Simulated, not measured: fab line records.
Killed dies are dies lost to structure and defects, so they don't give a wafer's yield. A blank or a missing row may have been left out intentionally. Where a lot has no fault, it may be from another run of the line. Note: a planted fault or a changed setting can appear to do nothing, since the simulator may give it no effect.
Which tool is to blame?    flow sky130    33 wafers from 11 lots sampled at 4 of the route's 708 steps

WHAT EACH GAUGE READ, for each wafer
SKY_NWELL_THK_MEAS_02.
lot   measured     on             NWELL_OXIDATION_THK (nm)
L430  day 2 13:07  film metro-03  10.08 10.18 10.25
L431  day 2 19:02  film metro-01  10.01 9.89 9.94
L432  day 2 22:08  film metro-01  10.20 10.35 10.15
L433  day 3 01:56  film metro-03  9.99 9.82 10.00
L434  day 3 08:05  film metro-03  9.88 9.98 9.91
L435  day 3 13:31  film metro-01  9.77 9.64 9.73
L436  day 3 17:25  film metro-01  10.15 10.26 10.04
L439  day 4 15:26  film metro-01  9.89 10.02 10.30
L446  day 6 04:46  film metro-01  10.01 9.89 10.11
L447  day 6 10:12  film metro-01  9.95 10.01 9.97
L451  day 7 01:24  film metro-04  9.91 9.93 9.85

SKY_NWELL_RS_MEAS_29: measurement is done with a four-point probe.
lot   measured      on             NWELL_RS (ohm/sq)
L430  day 5 09:02   film metro-04  623.8 624.6 624.2
L431  day 5 14:28   film metro-03  625.6 625.8 625.3
L432  day 5 17:10   film metro-01  624.8 624.0 622.2
L433  day 5 22:36   film metro-04  625.2 626.5 627.4
L434  day 6 05:13   film metro-01  626.1 625.6 625.4
L435  day 6 10:23   film metro-01  648.4 648.3 647.5
L436  day 6 15:08   film metro-03  626.0 624.5 624.6
L439  day 7 17:58   film metro-03  647.4 646.1 649.9
L446  day 9 13:53   film metro-01  626.1 627.7 625.9
L447  day 9 20:17   film metro-04  622.7 621.5 624.0
L451  day 10 14:52  film metro-03  624.0 623.6 621.2

WHAT TOOL EACH LOT RAN ON (gives the tool, then ch and the chambers of the sampled wafers, and finally the start)
lot   SKY_FIELD_ISO_ETCH_17            SKY_NWELL_IMPLANT_11
L430  rie si-02 ch 0,1, day 2 05:37    implanter-04 ch 0, day 4 15:05
L431  rie si-02 ch 1,3, day 2 11:28    implanter-02 ch 0, day 4 20:39
L432  rie si-01 ch 0,1,3, day 2 15:21  implanter-01 ch 0, day 4 23:29
L433  rie si-01 ch 1,2,3, day 2 19:48  implanter-04 ch 0, day 5 04:44
L434  rie si-01 ch 2,3, day 3 00:58    implanter-04 ch 0, day 5 11:19
L435  rie si-02 ch 0,2,3, day 3 07:46  implanter-04 ch 0, day 5 16:20
L436  rie si-02 ch 0,1,2, day 3 11:10  implanter-01 ch 0, day 5 20:22
L439  rie si-02 ch 1,2,3, day 4 05:22  implanter-04 ch 0, day 6 21:11
L446  rie si-01 ch 0,1,2, day 5 19:13  implanter-01 ch 0, day 8 15:22
L447  rie si-02 ch 1,3, day 6 02:25    implanter-01 ch 0, day 8 21:35
L451  rie si-01 ch 0,1, day 6 18:21    implanter-02 ch 0, day 9 15:03
- SKY_FIELD_ISO_ETCH_17: etches Si in HBr/Cl2/O2, target depth 342 nm, time 97.7 s.
- SKY_NWELL_IMPLANT_11

AS READ BY THE TOOLS THEMSELVES (means over the sampled wafers that have a number; for cases with no such wafer, the mark the record gives instead)
SKY_FIELD_ISO_ETCH_17.
lot   tool       chamber pressure mTorr (mTorr)  drypump motor current A (A)  oes product au (a.u.)  throttle valve pct (%)
L430  rie si-02  15.003                          5.3                          1.003                  25.652
L431  rie si-02  15.003                          5.5                          1.017                  25.653
L432  rie si-01  14.989                          5.5                          0.998                  25.663
L433  rie si-01  15.005                          5.8                          1.004                  25.653
L434  rie si-01  14.993                          5.9                          1.008                  25.656
L435  rie si-02  15.006                          5.6                          0.994                  25.661
L436  rie si-02  15.001                          5.2                          1.003                  25.655
L439  rie si-02  14.999                          5.5                          0.998                  25.652
L446  rie si-01  15.002                          5.5                          1.010                  25.648
L447  rie si-02  15.002                          5.9                          1.009                  25.647
L451  rie si-01  15.025                          5.1                          1.005                  25.655

SKY_NWELL_IMPLANT_11.
lot   tool          beam energy keV
L430  implanter-04  400.02
L431  implanter-02  399.90
L432  implanter-01  400.11
L433  implanter-04  399.90
L434  implanter-04  400.04
L435  implanter-04  344.80
L436  implanter-01  400.07
L439  implanter-04  344.71
L446  implanter-01  399.99
L447  implanter-01  400.10
L451  implanter-02  399.96

THE ANSWER, worked out from the rows above alone
Rule: the lots themselves supply what counts as usual. The widest of any qualifying gaps counts: lots, ordered by their means at a reading, are off when they make up no more than a third of the lots, leave a main group of 4 or more, and stand apart from it by 3 or more times the standard deviation of that group's means. A main group whose means are all the same, to the digits that the tables above print for the reading, isn't used. Also off: a lot with no number at a reading for which 4 or more lots have one. All remaining lots with rows at the step are treated as sound. After the gauges, taken in route order, come the tools' own readings; for these a lot's mean is taken, as printed above. At the first step where some lot is off, the reading lying furthest off is the one used; lots without a number count as furthest.
Off: L435, L439, at SKY_NWELL_RS_MEAS_29 (NWELL_RS). For the main group the mean is 624.8 ohm/sq and the standard deviation 1.4.
If a tool, at a process step before that reading, ran all the lots that are off and no sound lot after the first of them, it fits. Not tried: the gauges at SKY_NWELL_RS_MEAS_29; whatever is off there is also off at SKY_NWELL_IMPLANT_11, on other tools, and gauge error can't account for it. One candidate fits, namely implanter-04 at SKY_NWELL_IMPLANT_11. A fault onset in the window from L434 (day 5 11:19, its last sound lot) to L435 (day 5 16:20, its first lot off) fits.
On the lots that are off, the tool's own readings at SKY_NWELL_IMPLANT_11 differ by more than 5 times the standard deviation of the sound lots' means, which bears it out; beam energy keV reads 344.75 there versus 400.01 on the sound lots.

WHAT THE SIMULATOR HAD INSERTED
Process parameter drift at SKY_NWELL_IMPLANT_11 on implanter-04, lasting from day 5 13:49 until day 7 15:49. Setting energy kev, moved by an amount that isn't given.
Lots struck among those shown: L435, L439. The rule above reached the same finding.
